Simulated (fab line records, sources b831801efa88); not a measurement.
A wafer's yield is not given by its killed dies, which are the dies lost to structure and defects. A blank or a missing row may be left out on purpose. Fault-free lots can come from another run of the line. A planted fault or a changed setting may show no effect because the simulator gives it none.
Split-lot trial | flow sky130 | route with 708 steps; 5 lots, 23 wafers read

## THE SPLIT
At SKY_NWELL_IMPLANT_11, the setting dose-cm2 was moved away from the recipe's 1.9e+13 on 10 of the 23 wafers read, by -4.4% to +6.9%. This setting was run at the recipe's value on the other wafers.

## FROM THE SPLIT TO THE READING: what the file shows between them, 7 steps
- SKY_NWELL_IMPLANT_12
- SKY_NWELL_IMPLANT_13
- SKY_NWELL_STRIP_14: strips in O2/N2
- SKY_NWELL_IMPLANT_24 (also split here: dose-cm2)
- SKY_NWELL_STRIP_25: strips in O2/N2
- SKY_NWELL_CLEAN_27: cleans in SC1/SC2, time 150 s
- SKY_NWELL_RTA_28: time 30 s

## THE READING
Measured at SKY_NWELL_RS_MEAS_29 by four-point probe: NWELL_RS, in ohm/sq. A value of 624.2 ohm/sq with a standard deviation of 1.7 ohm/sq is what fault-free wafers of this fab line usually give.

wafer  | tool, chamber at the split | dose-cm2 as run | against the recipe | NWELL_RS, ohm/sq | against lot-mates on the recipe
L077.1 | implanter-01, 0            | 1.9e+13         | recipe             | 625.3            | -
L077.2 | implanter-01, 0            | 1.816e+13       | -4.4%              | 641.5            | +16.3
L077.3 | implanter-01, 0            | 1.9e+13         | recipe             | 624.6            | -
L077.4 | implanter-01, 0            | 1.816e+13       | -4.4%              | 639.3            | +14.1
L077.5 | implanter-01, 0            | 1.9e+13         | recipe             | 625.6            | -
L079.1 | implanter-04, 0            | 1.9e+13         | recipe             | 620.6            | -
L079.2 | implanter-04, 0            | 1.941e+13       | +2.2%              | 615.4            | -5.6
L079.3 | implanter-04, 0            | 1.941e+13       | +2.2%              | 616.0            | -5.0
L079.4 | implanter-04, 0            | 1.941e+13       | +2.2%              | 617.0            | -4.0
L079.5 | implanter-04, 0            | 1.9e+13         | recipe             | 621.5            | -
L080.2 | implanter-01, 0            | 1.9e+13         | recipe             | 623.7            | -
L080.3 | implanter-01, 0            | 1.862e+13       | -2.0%              | 632.6            | +8.4
L080.4 | implanter-01, 0            | 1.862e+13       | -2.0%              | 630.0            | +5.8
L080.5 | implanter-01, 0            | 1.9e+13         | recipe             | 624.7            | -
L080.6 | implanter-01, 0            | 1.862e+13       | -2.0%              | 630.5            | +6.3
L083.1 | implanter-02, 0            | 2.031e+13       | +6.9%              | 604.3            | -22.2
L083.3 | implanter-02, 0            | 2.031e+13       | +6.9%              | 605.9            | -20.6
L083.4 | implanter-02, 0            | 1.9e+13         | recipe             | 627.2            | -
L083.5 | implanter-02, 0            | 1.9e+13         | recipe             | 625.6            | -
L083.6 | implanter-02, 0            | 1.9e+13         | recipe             | 626.6            | -
L085.1 | implanter-04, 0            | 1.9e+13         | recipe             | 624.5            | -
L085.2 | implanter-04, 0            | 1.9e+13         | recipe             | 624.2            | -
L085.4 | implanter-04, 0            | 1.9e+13         | recipe             | 621.7            | -

FIT RESULTS
A straight line over all 23 wafers: NWELL_RS changes by -3.13 ohm/sq for each +1% of dose-cm2; r = -0.97; the points scatter about the line by 2 ohm/sq.
The same after taking each lot's own level away (the mean of its wafers on the recipe; 23 wafers): -3.15 ohm/sq for each +1%; r = -0.99; scatter 1.1 ohm/sq.
The reading moves by 22 ohm/sq for the largest change in dose-cm2, on that fit.
The lots' own levels span 621.05 to 626.47 ohm/sq, that is 3.2 times the standard deviation above.
So the lot-to-lot level changes the slope little: the two slopes agree.
Check: -20.8 ohm/sq against its lot-mates is what the line predicts for one of the wafers moved furthest among these (+6.9%) when that wafer is left out of the fit. Against them it came out at -22.2 ohm/sq.

## ADDITIONAL SPLITS CARRIED BY THESE WAFERS
These wafers also went through other splits before the reading. Each is held against what the fit with the lots' levels taken away leaves over:
other split on the same wafers    | wafers away from the commonest value | r with NWELL_RS (lot level and that fit taken away)
SKY_FIELD_ISO_OXIDATION_01 temp-c | 15                                   | +0.26
SKY_FIELD_ISO_COAT_08 spin-rpm    | 10                                   | +0.07
SKY_NWELL_OXIDATION_01 temp-c     | 18                                   | +0.27
SKY_PWDE_SOFTBAKE_03 temp-c       | 7                                    | -0.11
SKY_NWELL_COAT_05 spin-rpm        | 10                                   | -0.25
SKY_NWELL_IMPLANT_24 dose-cm2     | 5                                    | -0.12

## THE FILE'S OWN FIT
NWELL_RS changes by -3.15 ohm/sq for each +1% of dose-cm2, r = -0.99.
